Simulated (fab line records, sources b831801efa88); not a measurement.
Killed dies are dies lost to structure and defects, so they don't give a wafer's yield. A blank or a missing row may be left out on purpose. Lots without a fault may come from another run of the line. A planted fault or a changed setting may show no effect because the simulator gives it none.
Chamber matching | flow gf180mcu | GF_V4_CMP_26 on cmp-02: 4 sister chambers
The step polishes, stops on SiO2, t overpolish 15 s, target thk 0 nm. 7 wafers are shown with their chamber, then 9 later ones without.

WAFERS WITH THEIR CHAMBER
wafer  | chamber | motor_current_A (A) | time_to_endpoint_s (s)
L949.2 | 3       | 9.9                 | 85.8
L958.6 | 1       | 10.9                | 83.0
L961.4 | 2       | 9.5                 | 83.0
L961.5 | 1       | 10.2                | 84.7
L962.2 | 2       | 9.2                 | 83.8
L962.4 | 0       | 10.7                | 87.8
L962.5 | 0       | 11.0                | 86.5

WAFERS WITHOUT THEIR CHAMBER
wafer  | motor_current_A (A) | time_to_endpoint_s (s)
L965.1 | 10.4                | 85.9
L965.3 | 11.2                | 88.7
L965.4 | 8.7                 | 87.1
L967.4 | 10.6                | 81.5
L967.5 | 10.5                | 84.0
L967.6 | 10.6                | 85.3
L970.2 | 9.0                 | 81.9
L970.5 | 8.8                 | 84.5
L970.6 | 10.0                | 83.1

WHICH CHAMBER EACH WENT THROUGH
wafer  | from the rows above          | in truth
L965.1 | can't be placed: 3 or 0 or 1 | 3
L965.3 | 0                            | 0
L965.4 | can't be placed: 3 or 2      | 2
L967.4 | can't be placed: 1 or 2      | 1
L967.5 | 1                            | 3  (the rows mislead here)
L967.6 | can't be placed: 1 or 0 or 3 | 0
L970.2 | 2                            | 2
L970.5 | can't be placed: 2 or 3      | 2
L970.6 | can't be placed: 1 or 2 or 3 | 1
Placed correctly: 2 of 9. Can't be placed from these rows: 6 (the true chamber is among the candidates in 6). Placed wrongly: 1.
How it was worked out, from the rows above alone: a wafer's distance from a chamber is the root of the sum, over the readings, of the square of ((its reading less the chamber's mean) divided by the reading's scatter). The wafer belongs to the nearest chamber; if the next one is less than 2 further off, it can't be placed. A chamber's mean is the mean of its shown wafers. The scatter: the root of (the sum of the squares of (reading less its chamber's mean) over the shown wafers, divided by (wafers less chambers)).
